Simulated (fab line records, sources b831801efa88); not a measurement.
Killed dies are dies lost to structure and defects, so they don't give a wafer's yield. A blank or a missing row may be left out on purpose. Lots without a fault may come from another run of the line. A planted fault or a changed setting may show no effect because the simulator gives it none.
Which tool did it? | flow sky130 | 6 lots, 18 wafers sampled, at 3 steps of a route of 708

WHAT THE GAUGES READ, wafer by wafer
SKY_VIA4_BOW_MEAS_03.
lot  | measured     | on            | VIA4_BOW (um)
L829 | day 42 04:57 | film_metro-04 | 94 92 88
L830 | day 43 07:51 | film_metro-01 | 86 85 77
L835 | day 44 11:06 | film_metro-04 | 86 98 73
L837 | day 45 01:59 | film_metro-01 | 94 90 94
L844 | day 46 10:08 | film_metro-03 | 85 88 92
L850 | day 48 06:08 | film_metro-01 | 76 75 84

WHICH TOOL RAN EACH LOT (tool, then ch and the chambers of the sampled wafers, then the start)
lot  | SKY_POLY_CUT_ETCH_10               | SKY_METAL4_METAL_ETCH_18
L829 | rie_diel-01 ch 2,3, day 24 16:52   | rie_metal-01 ch 0, day 42 03:30
L830 | rie_diel-03 ch 0,2,3, day 26 02:04 | rie_metal-03 ch 1, day 43 06:24
L835 | rie_diel-03 ch 0,1, day 27 10:55   | rie_metal-02 ch 0,1, day 44 09:47
L837 | rie_diel-02 ch 0,1,2, day 28 11:04 | rie_metal-01 ch 0,1, day 45 00:37
L844 | rie_diel-01 ch 0,1,2, day 30 03:46 | rie_metal-02 ch 0,1, day 46 08:49
L850 | rie_diel-01 ch 0,1,2, day 32 13:07 | rie_metal-01 ch 0,1, day 48 04:25
- SKY_POLY_CUT_ETCH_10: etches BARC in N2/H2, stops on SiO2, time 45.9 s, target depth 60 nm.
- SKY_METAL4_METAL_ETCH_18: etches the open film in Cl2/BCl3, stops on SiO2, target depth 845 nm, time 183.1 s.

THE ANSWER, worked out from the rows above alone
Rule: what is usual is taken from the lots themselves. Put in order of their means at a reading, lots are off if they are a third of the lots or fewer, leave a main group of 4 or more, and stand apart from it by a gap of 3 or more times the standard deviation of the main group's means; of several such gaps the widest counts. A main group whose means are all the same, to the digits that the tables above print for the reading, isn't used. A lot without any number at a reading at which 4 lots or more have one is off too. The other lots that the step has rows for count as sound.
No lot is off at any reading shown: from this, nothing can be told.

WHAT THE SIMULATOR HAD PUT IN
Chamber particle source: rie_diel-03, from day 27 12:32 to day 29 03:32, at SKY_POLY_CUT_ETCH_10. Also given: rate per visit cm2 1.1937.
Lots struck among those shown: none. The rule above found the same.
